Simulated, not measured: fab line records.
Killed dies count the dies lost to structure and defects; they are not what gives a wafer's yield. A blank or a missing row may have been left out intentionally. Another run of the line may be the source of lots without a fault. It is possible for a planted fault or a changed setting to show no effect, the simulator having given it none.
Code-filled problem report in 8D (eight disciplines) form | flow sky130 | the parts of the form that need people (team, actions taken, sign-off) are left out

1. WHAT WENT WRONG
Mean METAL5_ALCU_THK at SKY_METAL5_THK_MEAS_06: 1341 nm over 6 wafers in 2 lots; fault-free wafers: 1160 nm, standard deviation 17. That puts it +11 standard deviations away from the usual mean.
The step: measures by xrf.
First seen on wafer L450.1, day 48 08:20, on film metro-03. The record has a number at this step for 27 wafers belonging to 9 lots. The rule behind "out" and "out of limits": a value lying over 4 standard deviations away from the usual mean. Any other wafer with a number is counted as sound.

2. WHAT IT IS, WHAT IT ISN'T
question                    | is                           | is not
which readings at this step | METAL5_ALCU_THK              | -
which lots                  | L450, L452                   | L431, L432, L438, L440, L442, L444, L453
which wafers of those lots  | all that have a number       | -
read on which gauges        | film metro-03, film metro-04 | film metro-02
when                        | from day 48 08:20            | up to then (18 sound wafers); but 3 sound wafers of L453 came after

3. SUSPECTS, AND WHAT RULES EACH OUT
Counting: a tool at a process step up to the reading stays a suspect if it ran every lot that is out and no sound lot after the first of them.
- ruled out: the gauge at SKY_METAL5_THK_MEAS_06. 2 gauges (film metro-03, film metro-04) read the wafers that are out.
- pvd sputter-02 at SKY_METAL5_SPUTTER_04 (material TiN, target thk 70 nm, time 58.3 s): kept. It ran every lot that is out, first L450 (day 48 05:53), and no sound lot after that; its last sound lot up to then is L444 (day 46 07:43).
Left after counting: pvd sputter-02 at SKY_METAL5_SPUTTER_04.

4. THE CAUSE (what the simulator had put in)
At SKY_METAL5_SPUTTER_04, the step was skipped entirely on pvd sputter-02 from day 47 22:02 on. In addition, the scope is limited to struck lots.
After counting, this tool was the only one left.

5. SEQUENCE OF EFFECTS, ordered by route
Rows list readings where the struck wafers' mean (over those with a number) sits beyond 3 standard deviations from the usual. Readings are gone through only where the record gives a usual standard deviation; hours: the median, over the lots, of the time from a lot's start at the first step in this table giving one to that lot's start at this step; sigmas: the change measured in usual standard deviations.
hours | step                     | reading         | usual      | on struck wafers | change | sigmas
0     | SKY_METAL5_THK_MEAS_06   | METAL5_ALCU_THK | 1160 nm    | 1341             | +181   | +11
15    | SKY_METAL5_METAL_ETCH_15 | oes product au  | 0.894 a.u. | 0.867            | -0.027 | -5.3
The process steps in it:
- SKY_METAL5_METAL_ETCH_15: etches the open film in Cl2/BCl3, stops on SiO2, target depth 1260 nm, time 252 s.
Readings that are blank on the struck wafers while sound wafers have them: cathode dc power W at SKY_METAL5_SPUTTER_04; chamber pressure pa at SKY_METAL5_SPUTTER_04; throttle valve pct at SKY_METAL5_SPUTTER_04.

6. WHAT WOULD HAVE CAUGHT IT SOONER
10 hours passed between the start of the fault at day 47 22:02 and the first reading out of limits at a measuring or inspecting step in this record, taken at day 48 08:20.
At SKY_METAL5_SPUTTER_04 the tool's readings are blank on the struck wafers, where sound wafers have them: an empty tool record is the first sign, and it was there at once.
Among the 2 lots that are out, L452 began SKY_METAL5_SPUTTER_04 on pvd sputter-02 after day 48 08:20. A hold on the tool at that time would have spared it.
